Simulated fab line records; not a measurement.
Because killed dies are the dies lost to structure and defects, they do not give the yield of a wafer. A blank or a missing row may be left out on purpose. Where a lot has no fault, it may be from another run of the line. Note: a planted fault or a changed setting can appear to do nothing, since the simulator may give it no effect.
2 desks, one fault | flow sky130 | every desk sees just its own numbers, and what lay behind them comes last

== DESK OF THE TOOL OWNER: furnace-01 ==
The tool's own readings at SKY_GATE_OXIDE_OXIDATION_16 (stabilise 600 s, purge 300 s, target thk 3.57 nm): means of the sampled wafers that have a number, for each lot that ran on this tool. Any lot whose mean is over 4 standard deviations away from the usual mean is out of limits and marked OUT; that distance is given in the brackets.
Columns: A = ramp-down-c-per-min at SKY_GATE_OXIDE_OXIDATION_16, usual 3.0000; B = ramp-up-c-per-min at SKY_GATE_OXIDE_OXIDATION_16, usual 9.9999; C = spike-tc-bottom-C at SKY_GATE_OXIDE_OXIDATION_16, usual 822 C; D = zone-power-upper-pct at SKY_GATE_OXIDE_OXIDATION_16, usual 13.23 %
lot  | first seen here | A      | B       | C   | D
L223 | day 14 17:37    | 2.9999 | 10.0020 | 826 | 13.14
L234 | day 18 07:25    | 3.0001 | 10.0008 | 826 | 13.07
L235 | day 18 20:13    | 2.9998 | 9.9994  | 826 | 13.05
This desk's finding: nothing out of limits on any of the 3 lots.

== AT THE METROLOGY DESK ==
What the gauges read for every lot (on any tool): the sampled wafers with a number, averaged. Any lot whose mean is over 4 standard deviations away from the usual mean is out of limits and marked OUT; that distance is given in the brackets.
Columns: A = GATE_OXIDE_OVL at SKY_GATE_OXIDE_OVL_MEAS_10, usual 0.6 nm; B = GATE_OXIDE_TW at SKY_GATE_OXIDE_TW_MEAS_14, usual 226.3
lot  | first seen here | A    | B
L222 | day 14 16:49    | 0.7  | 227.6
L223 | day 14 17:07    | -0.1 | 226.6
L234 | day 18 05:52    | 2.0  | 227.0
L235 | day 18 19:42    | 0.0  | 227.4
L240 | day 20 20:31    | -0.1 | 225.7
L242 | day 21 12:01    | 2.1  | 224.8
This desk's finding: nothing out of limits on any of the 6 lots.

== ALL TOGETHER ==
The desk of the tool owner found nothing out of limits.
From the metrology desk's view, nothing was out of limits.

== WHAT THE SIMULATOR PUT IN ==
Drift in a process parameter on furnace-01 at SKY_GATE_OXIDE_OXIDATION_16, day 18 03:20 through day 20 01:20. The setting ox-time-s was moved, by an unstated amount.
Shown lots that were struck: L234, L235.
